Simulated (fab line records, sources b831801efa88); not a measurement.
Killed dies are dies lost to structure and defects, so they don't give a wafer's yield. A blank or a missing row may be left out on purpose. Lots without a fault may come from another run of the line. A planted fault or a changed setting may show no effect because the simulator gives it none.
fab line records | flow sky130
record lots=12 wafers=36 last_day=49
route steps=708 shown FIELD_ISO@18 NWELL@79 VT_ADJUST_LVTN@106 VT_ADJUST_NCORE@123 PAD_OPEN@708
lots that met no fault: from a run of the same line without faults
start_h: hours from the record's first day to the start of the lot's first wafer shown | wait_h: hours since the lot's step before | " the same as in the row above | L1.1+2: a row that stands for several wafers | - no value, or no start given | * or withheld: withheld | < > ~ a bound
route shown NAME@n: a module of which the file shows steps, and the number in the route of the first | usual: mean/standard deviation of fault-free wafers | same: alike in all rows | chamber/n: place in a boat | sites: the reading at each site | _std_site: their standard deviation | _edge_site: outer sites' mean less inner sites' | radius_mm: how far each site lies from the wafer's centre | mask NAME#n: copy n | behind: the tool/chamber that last shaped the wafer | hold: why the lot was held/for how many hours/how that ended | device: the transistor (n, p or np) that didn't switch | end of line: the same wafers' tests at the end of the route | a step without rows: its recipe alone | killed: dies lost to structure and defects at the first sort, not the wafer's yield | map: a wafer's dies, x killed, . not, _ none there
set.NAME: the setting as run; set.NAME@STEP: as run at that earlier step | model.NAME: the simulator's own value behind a step, which no gauge read
steps of the route over a sample of lots; a table a step, a row a wafer
services: from which hour (start_h, from the record's first day; less than 0 if before it) a tool's chamber was out of use, for how many hours, and why
## steps
# step SKY_FIELD_ISO_ETCH_17
# recipe target_depth_a=3420 mask_material=Si3N4 chemistry=HBr/Cl2/O2 target=Si taper_deg=5 icp_w=600 bias_w=150 pressure_mtorr=15 HBr_flow_sccm=150 Cl2_flow_sccm=40 O2_flow_sccm=6 time_s=97.7
# usual drypump_motor_current_A=5.8/0.51 oes_product_au=0.998/0.007 throttle_valve_pct=25.658/0.01
# same time_s=97.7
# columns lot.wafer tool chamber start_h wait_h drypump_motor_current_A oes_product_au rf_hours_counter_h throttle_valve_pct
L520.2 rie_si-01 1 29.85 0.1 5.8 0.991 143 25.650
L520.4 " 2 " " 6.1 0.993 52 25.655
L520.6 " 3 " " 5.6 0.988 - 25.669
L521.1 rie_si-01 2 36.75 0.1 6.1 0.995 52 25.662
L521.2 " 3 " " 5.6 0.998 122 25.683
L521.4 " 0 " " 4.7 0.995 151 25.665
L522.2 rie_si-02 2 40.58 0.1 6.5 0.996 92 25.659
L522.3 " 3 " " 6.1 1.012 112 25.657
L522.4 " 0 " " 5.8 0.997 82 25.639
L524.1 rie_si-01 1 50.00 0.1 5.8 0.992 143 25.668
L524.5 " 1 " " 5.8 0.992 - 25.681
L524.6 " 2 " " 6.1 1.003 - 25.651
L525.4 rie_si-02 0 54.94 0.0 5.8 1.002 82 25.664
L525.5 " 3 " " 6.1 0.996 - 25.661
L525.6 " 0 " " 5.8 0.994 - 25.659
L527.2 rie_si-01 2 65.03 0.1 6.0 1.000 52 25.639
L527.4 " 1 " " 5.7 0.984 143 25.667
L527.6 " 3 " " 5.6 0.999 - 25.662
L528.1 rie_si-01 1 70.74 0.1 5.8 0.987 143 25.652
L528.4 " 3 " " 5.6 1.006 122 25.660
L528.6 " 0 " " 4.7 0.994 - 25.650
L529.4 rie_si-01 2 78.16 0.1 6.1 1.006 - 25.661
L529.5 " 0 " " 4.7 0.996 - 25.641
L529.6 " 1 " " 5.8 0.995 - 25.665
L530.2 rie_si-01 3 83.58 0.1 5.6 1.003 122 25.652
L530.4 " 1 " " 5.8 0.996 - 25.662
L530.6 " 2 " " 6.0 0.995 - 25.655
L531.2 rie_si-02 2 88.98 0.1 6.5 0.988 92 25.668
L531.5 " 0 " " 5.8 1.007 - 25.670
L531.6 " 1 " " 6.2 1.004 - 25.662
L532.2 rie_si-01 3 93.95 0.1 5.5 0.996 122 25.653
L532.4 " 3 " " 5.6 1.003 - 25.647
L532.6 " 1 " " 5.8 0.988 - 25.671
L538.1 rie_si-02 2 123.09 0.1 6.5 1.002 93 25.640
L538.3 " 0 " " 5.8 0.999 82 25.654
L538.4 " 3 " " 6.1 0.994 113 25.659
# step SKY_NWELL_TW_MEAS_26
# usual NWELL_2_TW=496/5.3
# columns lot.wafer tool chamber start_h wait_h NWELL_2_TW
L520.2 film_metro-02 - 106.11 0.1 499
L520.4 " - " " 498
L520.6 " - " " 497
L521.1 film_metro-04 - 113.10 0.1 492
L521.2 " - " " 489
L521.4 " - " " 489
L522.2 film_metro-04 - 116.98 0.1 490
L522.3 " - " " 491
L522.4 " - " " 489
L524.1 film_metro-04 - 124.80 0.1 491
L524.5 " - " " 490
L524.6 " - " " 490
L525.4 film_metro-03 - 135.00 0.1 503
L525.5 " - " " 503
L525.6 " - " " 501
L527.2 film_metro-03 - 142.61 0.1 503
L527.4 " - " " 502
L527.6 " - " " 501
L528.1 film_metro-04 - 152.19 0.1 488
L528.4 " - " " 486
L528.6 " - " " 486
L529.4 film_metro-02 - 159.43 0.1 496
L529.5 " - " " 498
L529.6 " - " " 496
L530.2 film_metro-02 - 164.21 0.1 498
L530.4 " - " " 496
L530.6 " - " " 499
L531.2 film_metro-02 - 172.11 0.1 495
L531.5 " - " " 492
L531.6 " - " " 494
L532.2 film_metro-03 - 176.56 0.1 502
L532.4 " - " " 499
L532.6 " - " " 503
L538.1 film_metro-03 - 207.59 0.1 505
L538.3 " - " " 502
L538.4 " - " " 498
# step SKY_VT_ADJUST_LVTN_STRIP_09
# recipe chemistry=O2/N2 power_w=1400 pressure_mtorr=1500 platen_temp_c=withheld o2_flow_sccm=3000 n2_flow_sccm=300 overash_fraction=0.5
# usual drypump_motor_current_A=5.8/0.44 oes_product_au=0.722/0.0037 strip_time_to_endpoint_s=36.90/0.12
# columns lot.wafer tool chamber start_h wait_h drypump_motor_current_A oes_product_au rf_hours_counter_h strip_time_to_endpoint_s
L520.2 plasma_asher-03 0 143.45 0.1 5.2 0.720 2 36.75
L520.4 " 1 " " 6.3 0.726 - 36.93
L520.6 " 0 " " 5.2 0.719 - 36.92
L521.1 plasma_asher-03 1 151.40 0.1 6.2 0.726 3 36.94
L521.2 " 0 " " 5.2 0.724 3 36.84
L521.4 " 1 " " 6.3 0.726 - 36.81
L522.2 plasma_asher-03 0 155.90 0.1 5.2 0.720 4 36.74
L522.3 " 1 " " 6.3 0.722 - 36.88
L522.4 " 0 " " 5.2 0.724 - 36.82
L524.1 plasma_asher-03 1 164.20 0.1 6.3 0.721 5 36.94
L524.5 " 1 " " 6.3 0.721 - 36.87
L524.6 " 0 " " 5.2 0.723 - 36.83
L525.4 plasma_asher-04 0 175.10 0.1 5.9 0.725 - 36.76
L525.5 " 1 " " 5.7 0.723 - 36.61
L525.6 " 0 " " 5.9 0.721 - 36.84
L527.2 plasma_asher-04 1 184.50 0.1 5.7 0.719 51 36.69
L527.4 " 1 " " 5.8 0.717 - 36.68
L527.6 " 1 " " 5.7 0.727 - 36.76
L528.1 plasma_asher-03 0 193.35 0.1 5.2 0.718 8 36.78
L528.4 " 1 " " 6.3 0.722 - 36.75
L528.6 " 0 " " 5.2 0.724 - 36.67
L529.4 plasma_asher-03 0 200.20 0.1 5.2 0.725 - 37.10
L529.5 " 1 " " 6.3 0.711 - 37.08
L529.6 " 0 " " 5.2 0.721 - 37.12
L530.2 plasma_asher-03 1 204.77 0.1 6.3 0.722 9 37.01
L530.4 " 0 " " 5.2 0.721 - 36.90
L530.6 " 0 " " 5.2 0.725 - 37.03
L531.2 plasma_asher-04 1 214.80 0.1 5.7 0.722 53 36.90
L531.5 " 1 " " 5.7 0.730 - 37.00
L531.6 " 0 " " 5.9 0.723 - 36.80
L532.2 plasma_asher-04 0 217.92 0.1 5.9 0.731 54 36.90
L532.4 " 0 " " 5.9 0.721 - 36.87
L532.6 " 1 " " 5.7 0.716 - 36.90
L538.1 plasma_asher-03 1 254.07 0.1 6.3 0.721 15 36.86
L538.3 " 0 " " 5.2 0.729 - 36.93
L538.4 " 1 " " 6.3 0.718 - 36.77
# step SKY_VT_ADJUST_NCORE_EXPOSE_04
# recipe mask_id=LVTN_COMPLEMENT_THIN na=0.6 source_shape=conventional sigma_outer=0.6 polarization=unpolarized target_cd_nm=380 dose_mj=139
# same na=0.6
# columns lot.wafer tool chamber start_h wait_h mask
L520.2+4+6 iline_stepper-02 0 173.85 - LVTN_COMPLEMENT_THIN#0
L521.1+2+4 iline_stepper-01 0 182.09 - LVTN_COMPLEMENT_THIN#0
L522.2+3+4 iline_stepper-01 0 186.23 - LVTN_COMPLEMENT_THIN#0
L524.1+5+6 iline_stepper-01 0 194.63 - LVTN_COMPLEMENT_THIN#0
L525.4+5+6 iline_stepper-02 0 205.20 - LVTN_COMPLEMENT_THIN#0
L527.2+4+6 iline_stepper-01 0 216.04 - LVTN_COMPLEMENT_THIN#0
L528.1+4+6 iline_stepper-02 0 225.90 - LVTN_COMPLEMENT_THIN#0
L529.4+5+6 iline_stepper-01 0 233.84 - LVTN_COMPLEMENT_THIN#0
L530.2+4+6 iline_stepper-01 0 239.53 - LVTN_COMPLEMENT_THIN#0
L531.2+5+6 iline_stepper-01 0 248.78 - LVTN_COMPLEMENT_THIN#0
L532.2+4+6 iline_stepper-01 0 250.98 - LVTN_COMPLEMENT_THIN#0
L538.1+3+4 iline_stepper-02 0 290.19 - LVTN_COMPLEMENT_THIN#0
# step SKY_VT_ADJUST_NCORE_OVL_MEAS_08
# usual VT_ADJUST_NCORE_OVL=0.8/1.4
# columns lot.wafer tool chamber start_h wait_h VT_ADJUST_NCORE_OVL[nm]
L520.2 overlay-01 - 183.68 0.1 -2.4
L520.4 " - " " -1.4
L520.6 " - " " -0.5
L521.1 overlay-01 - 192.04 0.1 -1.3
L521.2 " - " " -2.5
L521.4 " - " " 1.0
L522.2 overlay-01 - 195.94 0.1 0.0
L522.3 " - " " 2.4
L522.4 " - " " -0.6
L524.1 overlay-02 - 204.33 0.1 -1.0
L524.5 " - " " -0.4
L524.6 " - " " -0.5
L525.4 overlay-02 - 216.45 0.1 1.9
L525.5 " - " " 1.6
L525.6 " - " " -0.9
L527.2 overlay-01 - 226.73 0.1 0.4
L527.4 " - " " -1.1
L527.6 " - " " 1.2
L528.1 overlay-01 - 237.38 0.1 2.5
L528.4 " - " " 0.4
L528.6 " - " " -0.6
L529.4 overlay-02 - 245.70 0.1 236.1
L529.5 " - " " 236.5
L529.6 " - " " 236.1
L530.2 overlay-02 - 250.49 0.1 237.5
L530.4 " - " " 235.4
L530.6 " - " " 235.1
L531.2 overlay-01 - 259.94 0.1 237.1
L531.5 " - " " 234.8
L531.6 " - " " 237.6
L532.2 overlay-02 - 263.13 0.1 235.4
L532.4 " - " " 232.5
L532.6 " - " " 233.9
L538.1 overlay-02 - 303.16 0.1 -0.7
L538.3 " - " " 0.8
L538.4 " - " " -0.8
# step SKY_PAD_OPEN_PROBE_99
# usual killed_at_M0_to_M3=42/6.8 killed_at_M4_up=3.2/1.8 killed_at_contacts=25/5.4 killed_at_front_end=15/4.5 killed_at_other=0.3/0.56 killed_dies=85/9.7 killed_on_rim=17/3.3 killed_open=46/7.1 killed_short=39/6.5
# same gross_dies=492 killed_at_back_side=0
# columns lot.wafer tool chamber start_h wait_h killed_at_M0_to_M3 killed_at_M4_up killed_at_contacts killed_at_front_end killed_at_other killed_dies killed_on_rim killed_open killed_short
L529.4 prober-02 - 1134.84 0.2 37 5 27 119 0 188 37 47 33
L529.5 prober-02 - 1134.89 0.2 29 4 26 137 1 197 39 45 33
L529.6 prober-02 - 1134.94 0.2 55 2 32 111 1 201 38 60 48
L530.2 prober-01 - 1135.58 0.1 51 6 20 113 0 190 37 57 35
L530.4 prober-01 - 1135.68 0.2 40 3 27 112 1 183 35 44 36
L530.6 prober-01 - 1135.78 0.2 39 5 24 117 1 186 33 40 52
L531.2 prober-02 - 1141.94 0.1 36 4 25 106 1 172 38 48 30
L531.5 prober-02 - 1142.09 0.2 48 7 21 140 0 216 41 47 48
L531.6 prober-02 - 1142.14 0.2 38 1 24 142 0 205 45 45 31
L532.2 prober-01 - 1143.14 0.1 37 3 36 122 0 198 35 59 34
L532.4 prober-01 - 1143.24 0.2 29 3 31 116 0 179 29 39 41
L532.6 prober-01 - 1143.34 0.2 41 2 22 107 0 172 37 45 38
# killed by level:class
L529.4 VT_ADJUST_NCORE:overlay=108 CONTACT:geometric_particle:open=11 VIA1:geometric_particle:open=11 LI_CONTACT:geometric_particle:open=10 VIA1:geometric_particle:short=8 POLY_GATE:geometric_particle:open=4 METAL3:geometric_particle:short=4 METAL1:geometric_particle:short=3
L529.5 VT_ADJUST_NCORE:overlay=119 CONTACT:geometric_particle:open=12 POLY_GATE:geometric_particle:open=8 VIA1:geometric_particle:open=7 FIELD_ISO:geometric_particle:short=6 LI_CONTACT:geometric_particle:open=5 CONTACT:geometric_particle:short=4 VIA2:geometric_particle:short=4
L529.6 VT_ADJUST_NCORE:overlay=93 CONTACT:geometric_particle:open=15 VIA1:geometric_particle:open=12 LI_CONTACT:geometric_particle:open=8 METAL1:geometric_particle:short=8 VIA2:geometric_particle:open=7 METAL2:geometric_particle:short=5 POLY_GATE:geometric_particle:open=5
L530.2 VT_ADJUST_NCORE:overlay=98 VIA1:geometric_particle:open=13 VIA3:geometric_particle:open=11 LI_CONTACT:geometric_particle:open=8 METAL2:geometric_particle:short=6 CONTACT:geometric_particle:open=5 VIA2:geometric_particle:open=5 FIELD_ISO:geometric_particle:open=4
L530.4 VT_ADJUST_NCORE:overlay=103 VIA1:geometric_particle:open=10 LI_CONTACT:geometric_particle:open=8 CONTACT:geometric_particle:open=8 VIA3:geometric_particle:open=7 METAL2:geometric_particle:short=7 VIA2:geometric_particle:open=6 LOCAL_INTERCONNECT:geometric_particle:short=4
L530.6 VT_ADJUST_NCORE:overlay=94 POLY_GATE:geometric_particle:short=7 LI_CONTACT:geometric_particle:open=7 VIA3:geometric_particle:open=7 METAL2:geometric_particle:short=6 FIELD_ISO:geometric_particle:short=5 CONTACT:geometric_particle:open=5 VIA1:geometric_particle:short=5
L531.2 VT_ADJUST_NCORE:overlay=94 VIA1:geometric_particle:open=13 CONTACT:geometric_particle:open=10 VIA2:geometric_particle:open=8 LI_CONTACT:geometric_particle:open=5 LOCAL_INTERCONNECT:geometric_particle:short=5 VIA2:geometric_particle:short=4 CONTACT:geometric_particle:short=4
L531.5 VT_ADJUST_NCORE:overlay=121 VIA1:geometric_particle:open=15 CONTACT:geometric_particle:open=7 POLY_GATE:geometric_particle:open=6 METAL2:geometric_particle:short=6 FIELD_ISO:geometric_particle:short=5 VIA1:geometric_particle:short=5 VIA3:geometric_particle:short=5
L531.6 VT_ADJUST_NCORE:overlay=129 CONTACT:geometric_particle:open=11 VIA3:geometric_particle:open=10 VIA2:geometric_particle:open=8 VIA1:geometric_particle:open=6 CONTACT:geometric_particle:short=5 POLY_GATE:geometric_particle:open=4 LI_CONTACT:geometric_particle:open=4
L532.2 VT_ADJUST_NCORE:overlay=105 CONTACT:geometric_particle:open=16 LI_CONTACT:geometric_particle:open=10 VIA3:geometric_particle:open=10 VIA1:geometric_particle:open=7 POLY_GATE:geometric_particle:short=6 POLY_GATE:geometric_particle:open=5 METAL1:geometric_particle:short=5
L532.4 VT_ADJUST_NCORE:overlay=99 CONTACT:geometric_particle:open=9 LI_CONTACT:geometric_particle:open=7 CONTACT:geometric_particle:short=7 LOCAL_INTERCONNECT:geometric_particle:short=6 VIA3:geometric_particle:open=6 VIA1:geometric_particle:open=5 FIELD_ISO:geometric_particle:short=4
L532.6 VT_ADJUST_NCORE:overlay=89 VIA3:geometric_particle:open=11 CONTACT:geometric_particle:open=10 FIELD_ISO:geometric_particle:short=6 VIA2:geometric_particle:open=6 METAL3:geometric_particle:short=6 FIELD_ISO:geometric_particle:open=5 METAL1:geometric_particle:short=5
## services
# columns tool chamber start_h hours kind
rie_si-01 - 6.67 0.3 repair
iline_stepper-01 - 11.94 6.8 repair
iline_stepper-01 - 35.41 4.4 pm
iline_stepper-01 - 43.15 0.8 repair
plasma_asher-04 - 74.43 5.3 repair
rie_si-01 3 75.59 5.1 repair
rie_si-01 0 80.72 - clean
rie_si-01 0 80.72 22.1 scheduled_down
rie_si-01 0 80.72 22.1 vent_cycle
iline_stepper-01 - 82.43 2.1 pm
rie_si-02 2 82.44 3.6 repair
iline_stepper-01 - 84.52 - consumable_replace:lamp
iline_stepper-01 - 93.98 22.4 repair
plasma_asher-04 - 103.96 1.4 repair
rie_si-01 1 107.57 - clean
rie_si-01 1 107.57 29.0 scheduled_down
rie_si-01 1 107.57 29.0 vent_cycle
plasma_asher-03 - 108.75 9.0 pm
iline_stepper-02 - 143.34 1.7 pm
iline_stepper-02 - 205.57 1.6 repair
iline_stepper-01 - 210.57 1.7 pm
iline_stepper-01 - 219.16 8.9 repair
plasma_asher-04 - 241.92 9.0 repair
rie_si-01 1 243.32 6.7 repair
## key
first_sign step=SKY_VT_ADJUST_NCORE_OVL_MEAS_08 reading=VT_ADJUST_NCORE_OVL direction=up sigmas=99+ usual=0.8 struck=235.7
effect step=SKY_PAD_OPEN_PROBE_99 reading=killed_at_front_end direction=up sigmas=23 usual=15 struck=120
more_kills_born_at SKY_VT_ADJUST_NCORE_EXPOSE_04@iline_stepper-01=1252
met_at SKY_VT_ADJUST_NCORE_EXPOSE_04
struck_lots L529,L530,L531,L532
tester_left_out L529,L530,L531,L532
not_acting_at SKY_FIELD_ISO_ETCH_17,SKY_NWELL_TW_MEAS_26,SKY_VT_ADJUST_LVTN_STRIP_09
onset_between 216.04 233.84
fault kind=scanner_matching_overlay tool=iline_stepper-01 chamber=- onset_h=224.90 steps=SKY_VT_ADJUST_NCORE_EXPOSE_04 offset=233.88
# tester_left_out: of these lots the tester's yield and bins aren't shown, on N5 and GAA mostly nor the transistor test; their killed dies are dies lost to structure and defects alone, not to doping, threshold or leakage, so they don't give the yield
